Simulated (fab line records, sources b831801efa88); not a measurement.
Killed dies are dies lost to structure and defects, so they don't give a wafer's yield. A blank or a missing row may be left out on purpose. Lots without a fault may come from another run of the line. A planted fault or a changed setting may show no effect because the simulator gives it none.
Chamber matching | flow gf180mcu | GF_V5_CVD_02 on pecvd-03: 3 sister chambers
The step deposits SiO2 from TEOS, target thk 1450 nm, time 163.28 s. 6 wafers are shown with their chamber, then 9 later ones without.

WAFERS WITH THEIR CHAMBER
wafer  | chamber | heater_power_w (W)
L092.5 | 2       | 591
L094.2 | 1       | 714
L094.4 | 0       | 794
L096.1 | 1       | 814
L096.2 | 2       | 614
L096.3 | 0       | 655

WAFERS WITHOUT THEIR CHAMBER
wafer  | heater_power_w (W)
L096.4 | 504
L096.5 | 755
L096.6 | 708
L097.1 | 512
L097.2 | 779
L097.3 | 805
L097.4 | 622
L097.5 | 597
L097.6 | 844

WHICH CHAMBER EACH WENT THROUGH
wafer  | from the rows above          | in truth
L096.4 | can't be placed: 2 or 0      | 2
L096.5 | can't be placed: 1 or 0      | 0
L096.6 | can't be placed: 0 or 1 or 2 | 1
L097.1 | can't be placed: 2 or 0      | 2
L097.2 | can't be placed: 1 or 0      | 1
L097.3 | can't be placed: 1 or 0      | 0
L097.4 | can't be placed: 2 or 0 or 1 | 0
L097.5 | can't be placed: 2 or 0      | 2
L097.6 | can't be placed: 1 or 0      | 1
Placed correctly: 0 of 9. Can't be placed from these rows: 9 (the true chamber is among the candidates in 9). Placed wrongly: 0.
How it was worked out, from the rows above alone: a wafer's distance from a chamber is the root of the sum, over the readings, of the square of ((its reading less the chamber's mean) divided by the reading's scatter). The wafer belongs to the nearest chamber; if the next one is less than 2 further off, it can't be placed. A chamber's mean is the mean of its shown wafers. The scatter: the root of (the sum of the squares of (reading less its chamber's mean) over the shown wafers, divided by (wafers less chambers)).
